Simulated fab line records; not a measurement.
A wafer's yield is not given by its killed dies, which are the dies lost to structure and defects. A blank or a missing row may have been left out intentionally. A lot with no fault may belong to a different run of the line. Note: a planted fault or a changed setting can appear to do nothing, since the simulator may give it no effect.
Split-lot experiment || flow gf180mcu || route with 602 steps; 5 lots, 23 wafers read

## ON THE SPLIT
At GF_SAB_ETCH_11 (etches SiO2 in C4F8/O2/Ar, target depth 55 nm, time 8.5 s), the setting time s was moved away from the recipe's 8.5 s on 6 of the 23 wafers read, by -13.6% to +12.4%. For the rest of the wafers, this setting stayed at what the recipe calls for.

The reading comes from the split's own step.

## THE READING
SAB.feature depth nm (the simulator's own value, which no gauge read), in nm, at GF_SAB_ETCH_11 (etches SiO2 in C4F8/O2/Ar, target depth 55 nm, time 8.5 s). The file gives no usual value for it. Across the 17 wafers here that went through the recipe, the average is 55.01 nm and the standard deviation 0.6 nm.

{"wafer": "L074.1", "tool, chamber at the split": "rie diel-04, 1", "time s as run, s": 8.5, "against the recipe": "recipe", "SAB.feature depth nm, nm": 55.47, "against lot-mates on the recipe": "-"}
{"wafer": "L074.2", "tool, chamber at the split": "rie diel-04, 3", "time s as run, s": 8.5, "against the recipe": "recipe", "SAB.feature depth nm, nm": 54.5, "against lot-mates on the recipe": "-"}
{"wafer": "L074.6", "tool, chamber at the split": "rie diel-04, 1", "time s as run, s": 8.5, "against the recipe": "recipe", "SAB.feature depth nm, nm": 55.29, "against lot-mates on the recipe": "-"}
{"wafer": "L076.1", "tool, chamber at the split": "rie diel-04, 1", "time s as run, s": 8.5, "against the recipe": "recipe", "SAB.feature depth nm, nm": 54.78, "against lot-mates on the recipe": "-"}
{"wafer": "L076.2", "tool, chamber at the split": "rie diel-04, 0", "time s as run, s": 8.5, "against the recipe": "recipe", "SAB.feature depth nm, nm": 54.48, "against lot-mates on the recipe": "-"}
{"wafer": "L076.4", "tool, chamber at the split": "rie diel-04, 3", "time s as run, s": 8.5, "against the recipe": "recipe", "SAB.feature depth nm, nm": 54.09, "against lot-mates on the recipe": "-"}
{"wafer": "L076.5", "tool, chamber at the split": "rie diel-04, 2", "time s as run, s": 8.5, "against the recipe": "recipe", "SAB.feature depth nm, nm": 54.24, "against lot-mates on the recipe": "-"}
{"wafer": "L076.6", "tool, chamber at the split": "rie diel-04, 3", "time s as run, s": 8.5, "against the recipe": "recipe", "SAB.feature depth nm, nm": 54.44, "against lot-mates on the recipe": "-"}
{"wafer": "L077.1", "tool, chamber at the split": "rie diel-04, 2", "time s as run, s": 8.5, "against the recipe": "recipe", "SAB.feature depth nm, nm": 54.91, "against lot-mates on the recipe": "-"}
{"wafer": "L077.2", "tool, chamber at the split": "rie diel-04, 0", "time s as run, s": 8.5, "against the recipe": "recipe", "SAB.feature depth nm, nm": 54.9, "against lot-mates on the recipe": "-"}
{"wafer": "L077.3", "tool, chamber at the split": "rie diel-04, 1", "time s as run, s": 8.5, "against the recipe": "recipe", "SAB.feature depth nm, nm": 54.96, "against lot-mates on the recipe": "-"}
{"wafer": "L077.5", "tool, chamber at the split": "rie diel-04, 3", "time s as run, s": 8.5, "against the recipe": "recipe", "SAB.feature depth nm, nm": 54.95, "against lot-mates on the recipe": "-"}
{"wafer": "L077.6", "tool, chamber at the split": "rie diel-04, 2", "time s as run, s": 8.5, "against the recipe": "recipe", "SAB.feature depth nm, nm": 55.02, "against lot-mates on the recipe": "-"}
{"wafer": "L079.1", "tool, chamber at the split": "rie diel-04, 0", "time s as run, s": 8.5, "against the recipe": "recipe", "SAB.feature depth nm, nm": 55.37, "against lot-mates on the recipe": "-"}
{"wafer": "L079.2", "tool, chamber at the split": "rie diel-04, 3", "time s as run, s": 9.554, "against the recipe": "+12.4%", "SAB.feature depth nm, nm": 61, "against lot-mates on the recipe": "+5.62"}
{"wafer": "L079.3", "tool, chamber at the split": "rie diel-04, 1", "time s as run, s": 8.5, "against the recipe": "recipe", "SAB.feature depth nm, nm": 55.39, "against lot-mates on the recipe": "-"}
{"wafer": "L079.4", "tool, chamber at the split": "rie diel-04, 2", "time s as run, s": 9.554, "against the recipe": "+12.4%", "SAB.feature depth nm, nm": 62.13, "against lot-mates on the recipe": "+6.75"}
{"wafer": "L079.5", "tool, chamber at the split": "rie diel-04, 1", "time s as run, s": 9.554, "against the recipe": "+12.4%", "SAB.feature depth nm, nm": 62.02, "against lot-mates on the recipe": "+6.64"}
{"wafer": "L080.1", "tool, chamber at the split": "rie diel-03, 3", "time s as run, s": 8.5, "against the recipe": "recipe", "SAB.feature depth nm, nm": 55.71, "against lot-mates on the recipe": "-"}
{"wafer": "L080.2", "tool, chamber at the split": "rie diel-03, 2", "time s as run, s": 7.342, "against the recipe": "-13.6%", "SAB.feature depth nm, nm": 48.04, "against lot-mates on the recipe": -8.15}
{"wafer": "L080.4", "tool, chamber at the split": "rie diel-03, 1", "time s as run, s": 8.5, "against the recipe": "recipe", "SAB.feature depth nm, nm": 56.67, "against lot-mates on the recipe": "-"}
{"wafer": "L080.5", "tool, chamber at the split": "rie diel-03, 1", "time s as run, s": 7.342, "against the recipe": "-13.6%", "SAB.feature depth nm, nm": 49.22, "against lot-mates on the recipe": -6.97}
{"wafer": "L080.6", "tool, chamber at the split": "rie diel-03, 0", "time s as run, s": 7.342, "against the recipe": "-13.6%", "SAB.feature depth nm, nm": 48.11, "against lot-mates on the recipe": -8.08}

FIT RESULTS
A straight line over all 23 wafers: SAB.feature depth nm changes by +0.509 nm for each +1% of time s; r = +0.98; the points scatter about the line by 0.64 nm.
The same after taking each lot's own level away (the mean of its wafers on the recipe; 23 wafers): +0.542 nm for each +1%; r = +0.99; scatter 0.41 nm.
The reading moves by 7.4 nm for the largest change in time s, on that fit.
Across the lots, their own levels run from 54.406 to 56.190 nm, a range of 3.0 times the standard deviation given above.
So the lot-to-lot level changes the slope little: the two slopes agree.
Check: for one of the wafers moved furthest among these (-13.6%), held out of the fit, the line's prediction against its lot-mates is -7.28 nm. It came out at -8.15 nm against them.

## FURTHER SPLITS ON THESE WAFERS
Before the reading, these wafers also passed through other splits. Each is held against what the fit with the lots' levels taken away leaves over:
{"other split on the same wafers": "GF_NSD_COAT_02 resist thk nm", "wafers away from the commonest value": 5, "r with SAB.feature depth nm (lot level and that fit taken away)": -0.16}
{"other split on the same wafers": "GF_NSD_DEVELOP_06 develop time s", "wafers away from the commonest value": 11, "r with SAB.feature depth nm (lot level and that fit taken away)": -0.10}
{"other split on the same wafers": "GF_SAB_DEVELOP_08 develop time s", "wafers away from the commonest value": 9, "r with SAB.feature depth nm (lot level and that fit taken away)": -0.04}

## FILE'S OWN FIT
SAB.feature depth nm changes by +0.542 nm for each +1% of time s, r = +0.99.
